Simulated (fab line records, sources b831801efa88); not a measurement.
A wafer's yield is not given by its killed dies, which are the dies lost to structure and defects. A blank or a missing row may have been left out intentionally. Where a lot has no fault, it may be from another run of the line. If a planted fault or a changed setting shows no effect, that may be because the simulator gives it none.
fab line records	flow sky130
[record] lots = 12	wafers = 36	lastDay = 50
route steps=708 shown VT_ADJUST_LVTN@106 VIA4@658 METAL5@662 PAD_OPEN@708
lots with no fault: from the same line, run without faults
startH: start of the lot's first displayed wafer, in hours after the record's first day	waitH: time in hours since the lot's previous step	" unchanged from the row above	L1.1+2: a row that stands for several wafers	- value missing, or start not given	* or withheld: withheld	< > ~ a bound
route shown NAME@n: a module of which the file shows steps, and the number in the route of the first	usual: average and standard deviation across the fault-free wafers	same: alike in all rows	chamber/n: place in a boat	sites: each site's reading	_std_site: standard deviation of those values	_edge_site: outer sites' mean less inner sites'	radiusMm: for every site, how far away it sits from the centre of the wafer	mask NAME#n: copy n	behind: the last tool/chamber to shape the wafer	hold: why the lot was held/for how many hours/how that ended	device: the transistor (n, p or np) that didn't switch	end of line: tests run on the same wafers once the route is complete	where a step has no rows: the recipe by itself	killed: dies lost to structure and defects at the first sort, not the wafer's yield	map: a wafer's dies, marking killed ones x, the rest . and places with no die _
set.NAME: the run value of the setting; set.NAME@STEP: its run value at that earlier step	model.NAME: the simulator's own value behind a step, which no gauge read
route steps across a sampled set of lots; one table per step, one row per wafer
services: from which hour (startH, from the record's first day; less than 0 if before it) a tool's chamber was out of use, for how many hours, and why
[[steps]]
[step SKY_VT_ADJUST_LVTN_STRIP_09]
[recipe] chemistry = O2/N2	powerW = 1400	pressureMtorr = 1500	platenTempC = withheld	o2FlowSccm = 3000	n2FlowSccm = 300	overashFraction = 0.5
[usual] drypumpMotorCurrentA = 5.9/0.51	oesProductAu = 0.722/0.005	stripTimeToEndpointS = 36.96/0.094
[same] overashFraction = 0.5
lot.wafer	tool	chamber	startH	waitH	drypumpMotorCurrentA	oesProductAu	rfHoursCounterH	stripTimeToEndpointS
L984.1	plasmaAsher-02	0	151.29	0.1	5.0	0.722	34	36.86
L984.4	"	1	"	"	6.1	0.721	-	36.95
L984.5	"	0	"	"	4.9	0.715	-	36.89
L985.2	plasmaAsher-03	1	153.79	0.1	6.2	0.717	46	36.99
L985.3	"	1	"	"	6.2	0.735	-	36.97
L985.6	"	1	"	"	6.2	0.718	-	36.96
L987.1	plasmaAsher-01	0	161.16	0.1	6.6	0.725	4	36.91
L987.3	"	1	"	"	5.8	0.729	-	36.96
L987.4	"	0	"	"	6.7	0.726	-	36.90
L988.2	plasmaAsher-01	0	174.58	0.1	6.6	0.723	6	36.86
L988.3	"	0	"	"	6.6	0.715	-	36.86
L988.5	"	0	"	"	6.6	0.725	-	36.82
L992.2	plasmaAsher-02	0	192.26	0.1	5.0	0.727	38	36.85
L992.4	"	1	"	"	6.0	0.722	-	37.01
L992.6	"	1	"	"	6.0	0.716	-	36.88
L993.1	plasmaAsher-02	0	201.23	0.1	5.0	0.725	38	36.99
L993.4	"	0	"	"	5.0	0.725	-	36.91
L993.6	"	0	"	"	5.0	0.726	-	37.00
L996.1	plasmaAsher-03	1	222.29	0.1	6.2	0.723	51	36.80
L996.3	"	0	"	"	5.9	0.719	-	36.91
L996.5	"	1	"	"	6.2	0.727	-	36.93
L999.1	plasmaAsher-03	0	241.84	0.1	6.0	0.730	53	37.10
L999.4	"	1	"	"	6.2	0.722	-	37.15
L999.6	"	1	"	"	6.2	0.717	-	37.13
L100.1	plasmaAsher-03	1	245.18	0.1	6.2	0.721	54	37.04
L100.2	"	0	"	"	5.9	0.717	54	37.08
L100.6	"	0	"	"	5.9	0.729	-	36.86
L101.1	plasmaAsher-03	1	256.01	0.1	6.2	0.719	55	36.91
L101.3	"	0	"	"	5.9	0.725	-	36.79
L101.6	"	0	"	"	5.9	0.707	-	37.03
L106.4	plasmaAsher-01	1	301.67	0.1	5.8	0.725	-	37.08
L106.5	"	1	"	"	5.8	0.729	-	36.96
L106.6	"	0	"	"	6.6	0.727	-	37.08
L107.1	plasmaAsher-01	0	302.83	0.1	6.6	0.725	18	37.09
L107.3	"	1	"	"	5.8	0.717	-	36.91
L107.6	"	0	"	"	6.7	0.708	-	36.96
[step SKY_VIA4_RS_MEAS_19]
[recipe] thkMeasGauge = four-point-probe	reads = W_of_VIA4_CVD_18+TiN_of_VIA4_SPUTTER_17
[usual] VIA4_W_RS = 0.2250/0.0024
lot.wafer	tool	chamber	startH	waitH	VIA4_W_RS[ohm/sq]
L984.1	filmMetro-02	-	1019.85	0.3	0.2226
L984.4	"	-	"	"	0.2241
L984.5	"	-	"	"	0.2218
L985.2	filmMetro-01	-	1024.12	0.1	0.2258
L985.3	"	-	"	"	0.2262
L985.6	"	-	"	"	0.2258
L987.1	filmMetro-02	-	1029.39	0.3	0.2201
L987.3	"	-	"	"	0.2225
L987.4	"	-	"	"	0.2210
L988.2	filmMetro-02	-	1040.57	0.1	0.2262
L988.3	"	-	"	"	0.2270
L988.5	"	-	"	"	0.2273
L992.2	filmMetro-01	-	1066.45	0.1	0.2258
L992.4	"	-	"	"	0.2263
L992.6	"	-	"	"	0.2252
L993.1	filmMetro-02	-	1080.41	0.1	0.2242
L993.4	"	-	"	"	0.2241
L993.6	"	-	"	"	0.2223
L996.1	filmMetro-04	-	1091.69	0.1	0.2248
L996.3	"	-	"	"	0.2236
L996.5	"	-	"	"	0.2233
L999.1	filmMetro-02	-	1108.89	0.1	0.2288
L999.4	"	-	"	"	0.2270
L999.6	"	-	"	"	0.2305
L100.1	filmMetro-01	-	1113.99	0.1	0.2214
L100.2	"	-	"	"	0.2213
L100.6	"	-	"	"	0.2204
L101.1	filmMetro-04	-	1118.44	0.1	0.2251
L101.3	"	-	"	"	0.2303
L101.6	"	-	"	"	0.2244
L107.1	filmMetro-04	-	1155.67	0.1	0.2225
L107.3	"	-	"	"	0.2241
L107.6	"	-	"	"	0.2213
L106.4	filmMetro-02	-	1158.77	0.1	0.2234
L106.5	"	-	"	"	0.2254
L106.6	"	-	"	"	0.2253
[step SKY_METAL5_SPUTTER_01]
[recipe] material = TiN	targetThkNm = 20	powerW = 6500	timeS = 16.7	chamberPressurePa = 0.4
[usual] cathodeDcPowerW = 6500.0/1.2	chamberPressurePa = 0.4000/0.00072	throttleValvePct = 30.1/0.95
lot.wafer	tool	chamber	startH	waitH	cathodeDcPowerW	chamberPressurePa	throttleValvePct
L984.1	pvdSputter-04	-	1020.35	0.0	6503.0	0.4003	29.7
L984.4	"	-	"	"	6499.7	0.3997	30.4
L984.5	"	-	"	"	6500.0	0.4001	29.8
L985.2	pvdSputter-04	-	1024.60	0.0	6500.1	0.3999	30.2
L985.3	"	-	"	"	6501.0	0.3999	31.5
L985.6	"	-	"	"	6498.7	0.3995	29.5
L987.1	pvdSputter-02	-	1029.98	0.0	6499.3	0.4003	30.7
L987.3	"	-	"	"	6497.2	0.3987	30.1
L987.4	"	-	"	"	6499.3	0.3985	28.5
L988.2	pvdSputter-04	-	1043.99	0.0	6500.3	0.3985	29.7
L988.3	"	-	"	"	6501.3	0.3993	30.9
L988.5	"	-	"	"	6501.2	0.3993	29.7
L992.2	pvdSputter-01	-	1067.06	0.0	6499.5	0.3988	30.4
L992.4	"	-	"	"	6500.9	0.4009	30.4
L992.6	"	-	"	"	6501.0	0.3993	30.1
L993.1	pvdSputter-02	-	1080.91	0.0	6499.5	0.4001	30.4
L993.4	"	-	"	"	6500.9	0.3993	28.5
L993.6	"	-	"	"	6500.6	0.4012	30.8
L996.1	pvdSputter-04	-	1092.31	0.0	6498.3	0.4013	29.6
L996.3	"	-	"	"	6500.2	0.4003	29.8
L996.5	"	-	"	"	6501.7	0.3996	31.3
L999.1	pvdSputter-01	-	1109.39	0.0	6499.8	0.3999	28.7
L999.4	"	-	"	"	6498.8	0.4003	30.4
L999.6	"	-	"	"	6499.7	0.3994	30.0
L100.1	pvdSputter-02	-	1114.49	0.0	6498.7	0.4006	28.4
L100.2	"	-	"	"	6498.3	0.3999	30.3
L100.6	"	-	"	"	6501.4	0.3986	30.5
L101.1	pvdSputter-04	-	1118.94	0.0	6499.8	0.3995	29.5
L101.3	"	-	"	"	6499.6	0.4017	30.1
L101.6	"	-	"	"	6501.5	0.4001	30.9
L107.1	pvdSputter-04	-	1156.17	0.0	6500.3	0.4003	30.2
L107.3	"	-	"	"	6499.0	0.3993	29.4
L107.6	"	-	"	"	6501.1	0.4001	31.1
L106.4	pvdSputter-01	-	1159.22	0.0	6502.0	0.3995	30.4
L106.5	"	-	"	"	6500.3	0.3999	28.5
L106.6	"	-	"	"	6497.7	0.3994	30.4
[step SKY_METAL5_RS_MEAS_05]
[recipe] thkMeasGauge = four-point-probe	reads = TiN_of_METAL5_SPUTTER_04+Ti_of_METAL5_SPUTTER_03+AlCu_of_METAL5_SPUTTER_02+TiN_of_METAL5_SPUTTER_01+Ti_of_METAL5_SPUTTER_00
[usual] METAL5_ALCU_RS = 0.02698/0.00025
lot.wafer	tool	chamber	startH	waitH	METAL5_ALCU_RS[ohm/sq]
L984.1	filmMetro-03	-	1020.50	0.0	0.02706
L984.4	"	-	"	"	0.02694
L984.5	"	-	"	"	0.02711
L985.2	filmMetro-03	-	1024.77	0.0	0.02724
L985.3	"	-	"	"	0.02737
L985.6	"	-	"	"	0.02723
L987.1	filmMetro-02	-	1030.12	0.0	0.02726
L987.3	"	-	"	"	0.02728
L987.4	"	-	"	"	0.02688
L988.2	filmMetro-03	-	1044.15	0.0	0.02665
L988.3	"	-	"	"	0.02676
L988.5	"	-	"	"	0.02682
L992.2	filmMetro-03	-	1067.23	0.0	0.02687
L992.4	"	-	"	"	0.02703
L992.6	"	-	"	"	0.02669
L993.1	filmMetro-02	-	1081.08	0.0	0.02703
L993.4	"	-	"	"	0.02702
L993.6	"	-	"	"	0.02715
L996.1	filmMetro-03	-	1092.45	0.0	0.02685
L996.3	"	-	"	"	0.02675
L996.5	"	-	"	"	0.02722
L999.1	filmMetro-03	-	1109.53	0.0	0.02727
L999.4	"	-	"	"	0.02716
L999.6	"	-	"	"	0.02708
L100.1	filmMetro-04	-	1114.63	0.0	0.02658
L100.2	"	-	"	"	0.02674
L100.6	"	-	"	"	0.02667
L101.1	filmMetro-02	-	1119.09	0.0	0.027
L101.3	"	-	"	"	0.02692
L101.6	"	-	"	"	0.02697
L107.1	filmMetro-02	-	1156.31	0.0	0.02705
L107.3	"	-	"	"	0.02738
L107.6	"	-	"	"	0.02694
L106.4	filmMetro-04	-	1159.42	0.1	0.0271
L106.5	"	-	"	"	0.02738
L106.6	"	-	"	"	0.02692
[step SKY_PAD_OPEN_PROBE_99]
[usual] killed_at_M0_to_M3 = 44/7.4	killed_at_M4_up = 3.0/1.8	killedAtContacts = 24/5.1	killedAtFrontEnd = 15/4.3	killedAtOther = 0.3/0.54	killedDies = 86/9.9	killedOnRim = 17/3.9	killedOpen = 47/7.1	killedShort = 38/6.7
[same] grossDies = 492	killedAtBackSide = 0
lot.wafer	tool	chamber	startH	waitH	killed_at_M0_to_M3	killed_at_M4_up	killedAtContacts	killedAtFrontEnd	killedAtOther	killedDies	killedOnRim	killedOpen	killedShort
L984.1	prober-02	-	1090.59	0.1	48	1	19	17	2	87	18	50	37
L984.4	prober-02	-	1090.74	0.2	56	6	25	11	1	99	20	57	42
L984.5	prober-02	-	1090.79	0.2	45	2	24	16	0	87	20	50	37
L988.2	prober-01	-	1110.49	0.1	49	3	24	13	0	89	22	48	41
L988.3	prober-01	-	1110.54	0.2	51	4	21	12	0	88	14	41	47
L988.5	prober-01	-	1110.64	0.2	44	3	33	8	0	88	14	57	31
L992.2	prober-01	-	1132.20	0.1	42	1	31	46	0	120	27	47	38
L992.4	prober-01	-	1132.30	0.2	46	2	20	35	0	103	29	44	39
L992.6	prober-01	-	1132.40	0.2	35	1	29	38	0	103	28	42	37
L993.1	prober-01	-	1143.98	0.1	54	4	22	48	1	129	32	52	41
L993.4	prober-01	-	1144.13	0.2	32	5	28	47	1	113	22	34	45
L993.6	prober-01	-	1144.23	0.2	42	0	20	50	0	112	28	41	31
L996.1	prober-02	-	1155.73	0.1	37	2	30	16	0	85	21	48	37
L996.3	prober-02	-	1155.83	0.2	42	5	35	12	0	94	17	60	34
L996.5	prober-02	-	1155.93	0.2	39	2	27	17	0	85	18	46	39
L100.1	prober-02	-	1172.94	0.1	34	1	26	13	0	74	13	43	31
L100.2	prober-02	-	1172.99	0.1	48	3	23	12	1	87	17	55	32
L100.6	prober-02	-	1173.19	0.2	26	2	30	15	0	73	17	38	35
L107.1	prober-02	-	1208.64	0.1	43	1	20	18	2	84	13	48	36
L107.3	prober-02	-	1208.74	0.2	43	5	20	15	1	84	14	39	45
L107.6	prober-02	-	1208.89	0.2	45	6	20	16	0	87	16	44	43
// killed by level:class
L984.1 VIA1:geometricParticle:open=12 CONTACT:geometricParticle:open=9 VIA2:geometricParticle:open=6 FIELD_ISO:geometricParticle:open=5 CONTACT:geometricParticle:short=5 METAL3:geometricParticle:short=5 METAL2:geometricParticle:short=4 VIA2:geometricParticle:short=4
L984.4 VIA1:geometricParticle:open=15 VIA3:geometricParticle:open=8 LI_CONTACT:geometricParticle:open=8 CONTACT:geometricParticle:open=7 METAL1:geometricParticle:short=6 VIA2:geometricParticle:open=6 VIA1:geometricParticle:short=6 METAL3:geometricParticle:short=5
L984.5 VIA1:geometricParticle:open=12 CONTACT:geometricParticle:short=8 CONTACT:geometricParticle:open=7 VIA3:geometricParticle:open=7 LI_CONTACT:geometricParticle:open=6 FIELD_ISO:geometricParticle:open=5 METAL2:geometricParticle:short=5 FIELD_ISO:geometricParticle:short=4
L988.2 VIA1:geometricParticle:open=13 LI_CONTACT:geometricParticle:open=11 VIA2:geometricParticle:open=8 VIA3:geometricParticle:short=6 METAL1:geometricParticle:short=5 METAL2:geometricParticle:short=5 FIELD_ISO:geometricParticle:short=4 VIA1:geometricParticle:short=4
L988.3 VIA1:geometricParticle:open=15 LI_CONTACT:geometricParticle:open=7 CONTACT:geometricParticle:open=7 METAL1:geometricParticle:short=7 METAL2:geometricParticle:short=7 VIA3:geometricParticle:open=6 FIELD_ISO:geometricParticle:short=5 CONTACT:geometricParticle:short=5
L988.5 VIA1:geometricParticle:open=16 LI_CONTACT:geometricParticle:open=16 CONTACT:geometricParticle:open=8 VIA3:geometricParticle:open=6 LI_CONTACT:geometricParticle:short=5 VIA2:geometricParticle:open=5 VIA1:geometricParticle:short=5 METAL2:geometricParticle:short=3
L992.2 VT_ADJUST_LVTN:unspecified=35 LI_CONTACT:geometricParticle:open=10 CONTACT:geometricParticle:open=10 VIA2:geometricParticle:open=7 CONTACT:geometricParticle:short=6 METAL2:geometricParticle:short=6 METAL1:geometricParticle:short=6 VIA1:geometricParticle:short=6
L992.4 VT_ADJUST_LVTN:unspecified=20 VIA1:geometricParticle:open=15 LI_CONTACT:geometricParticle:open=7 METAL2:geometricParticle:short=7 POLY_GATE:geometricParticle:short=6 VIA1:geometricParticle:short=6 VIA3:geometricParticle:open=5 CONTACT:geometricParticle:open=5
L992.6 VT_ADJUST_LVTN:unspecified=24 LI_CONTACT:geometricParticle:open=12 CONTACT:geometricParticle:open=6 METAL2:geometricParticle:short=6 VIA1:geometricParticle:open=5 FIELD_ISO:geometricParticle:short=4 METAL3:geometricParticle:short=4 LOCAL_INTERCONNECT:geometricParticle:short=4
L993.1 VT_ADJUST_LVTN:unspecified=36 CONTACT:geometricParticle:open=11 VIA1:geometricParticle:short=9 VIA1:geometricParticle:open=9 METAL1:geometricParticle:short=8 VIA3:geometricParticle:open=7 VIA2:geometricParticle:open=6 METAL2:geometricParticle:short=5
L993.4 VT_ADJUST_LVTN:unspecified=34 LI_CONTACT:geometricParticle:short=8 CONTACT:geometricParticle:open=8 METAL1:geometricParticle:short=7 FIELD_ISO:geometricParticle:short=6 CONTACT:geometricParticle:short=5 FIELD_ISO:geometricParticle:open=4 LI_CONTACT:geometricParticle:open=4
L993.6 VT_ADJUST_LVTN:unspecified=40 VIA1:geometricParticle:open=10 VIA2:geometricParticle:open=9 LI_CONTACT:geometricParticle:open=7 CONTACT:geometricParticle:open=7 POLY_GATE:geometricParticle:short=6 METAL1:geometricParticle:short=6 VIA1:geometricParticle:short=4
L996.1 CONTACT:geometricParticle:open=11 CONTACT:geometricParticle:short=8 VIA2:geometricParticle:open=8 LI_CONTACT:geometricParticle:open=7 POLY_GATE:geometricParticle:open=5 VIA1:geometricParticle:open=5 METAL2:geometricParticle:short=5 VIA3:geometricParticle:open=5
L996.3 CONTACT:geometricParticle:open=14 VIA2:geometricParticle:open=11 VIA1:geometricParticle:open=9 LI_CONTACT:geometricParticle:open=8 FIELD_ISO:geometricParticle:short=7 CONTACT:geometricParticle:short=7 VIA3:geometricParticle:open=5 LI_CONTACT:geometricParticle:short=4
L996.5 VIA1:geometricParticle:open=11 CONTACT:geometricParticle:open=8 LI_CONTACT:geometricParticle:open=7 CONTACT:geometricParticle:short=7 VIA2:geometricParticle:open=7 FIELD_ISO:geometricParticle:open=6 METAL3:geometricParticle:short=5 VIA2:geometricParticle:short=4
L100.1 LI_CONTACT:geometricParticle:open=10 CONTACT:geometricParticle:open=9 METAL1:geometricParticle:short=6 VIA2:geometricParticle:open=6 FIELD_ISO:geometricParticle:short=5 POLY_GATE:geometricParticle:short=5 VIA1:geometricParticle:open=5 METAL2:geometricParticle:short=4
L100.2 CONTACT:geometricParticle:open=13 VIA3:geometricParticle:open=13 VIA1:geometricParticle:open=8 METAL1:geometricParticle:short=6 VIA2:geometricParticle:open=6 FIELD_ISO:geometricParticle:open=5 LI_CONTACT:geometricParticle:open=4 VIA3:geometricParticle:short=4
L100.6 CONTACT:geometricParticle:open=10 LI_CONTACT:geometricParticle:open=8 LI_CONTACT:geometricParticle:short=6 VIA1:geometricParticle:open=6 FIELD_ISO:geometricParticle:open=5 METAL2:geometricParticle:short=5 VIA2:geometricParticle:open=5 FIELD_ISO:geometricParticle:short=4
L107.1 CONTACT:geometricParticle:open=11 VIA1:geometricParticle:open=10 VIA3:geometricParticle:open=7 FIELD_ISO:geometricParticle:open=5 METAL1:geometricParticle:short=5 POLY_GATE:geometricParticle:short=4 LI_CONTACT:geometricParticle:open=4 VIA1:geometricParticle:short=4
L107.3 METAL1:geometricParticle:short=9 VIA2:geometricParticle:open=8 VIA1:geometricParticle:open=6 LI_CONTACT:geometricParticle:open=5 METAL2:geometricParticle:short=5 CONTACT:geometricParticle:open=5 VIA1:geometricParticle:short=5 FIELD_ISO:geometricParticle:open=4
L107.6 VIA1:geometricParticle:open=14 VIA1:geometricParticle:short=11 CONTACT:geometricParticle:open=7 POLY_GATE:geometricParticle:open=5 METAL1:geometricParticle:short=5 FIELD_ISO:geometricParticle:open=3 FIELD_ISO:geometricParticle:short=3 LI_CONTACT:geometricParticle:short=3
[[services]]
tool	chamber	startH	hours	kind
plasmaAsher-03	-	144.88	0.7	repair
plasmaAsher-03	-	156.42	13.1	repair
pvdSputter-04	-	164.34	2.3	repair
plasmaAsher-03	-	168.40	0.4	repair
plasmaAsher-03	-	213.50	2.7	repair
plasmaAsher-01	-	255.79	0.8	repair
plasmaAsher-01	-	257.47	2.8	pm
plasmaAsher-03	-	306.54	2.8	pm
pvdSputter-04	-	341.89	4.7	repair
plasmaAsher-03	-	381.66	4.0	pm
pvdSputter-04	-	407.53	3.7	repair
plasmaAsher-03	-	420.25	15.6	pm
plasmaAsher-03	-	435.85	9.0	pm
plasmaAsher-01	-	480.85	14.6	pm
plasmaAsher-03	-	508.99	1.5	repair
pvdSputter-04	-	528.73	1.1	repair
pvdSputter-04	-	566.78	2.7	repair
plasmaAsher-01	-	643.15	0.6	repair
plasmaAsher-01	-	781.06	15.6	pm
pvdSputter-04	-	932.38	1.5	repair
pvdSputter-04	-	941.53	4.7	repair
plasmaAsher-03	-	1072.20	14.6	pm
pvdSputter-04	-	1109.37	3.8	repair
pvdSputter-04	-	1133.70	5.2	repair
[[key]]
[firstSign] step = SKY_PAD_OPEN_PROBE_99	reading = killedAtFrontEnd	direction = up	sigmas = 6.7	usual = 15	struck = 44
[effect] step = SKY_PAD_OPEN_PROBE_99	reading = killedDies	direction = up	sigmas = 2.8	usual = 86	struck = 113	wafersMoved = 5
metAt SKY_VT_ADJUST_LVTN_STRIP_09
struckLots L992,L993
testerLeftOut L992,L993
notActingAt SKY_VIA4_RS_MEAS_19,SKY_METAL5_SPUTTER_01,SKY_METAL5_RS_MEAS_05
onsetBetween 151.29 192.26
[fault] kind = chamberParticleSource	tool = plasmaAsher-02	chamber = -	onsetH = 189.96	steps = SKY_VT_ADJUST_LVTN_STRIP_09	ratePerVisitCm2 = 0.70513	endH = 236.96
// testerLeftOut: of these lots the tester's yield and bins aren't shown, on N5 and GAA mostly nor the transistor test; their killed dies are dies lost to structure and defects alone, not to doping, threshold or leakage, so they don't give the yield
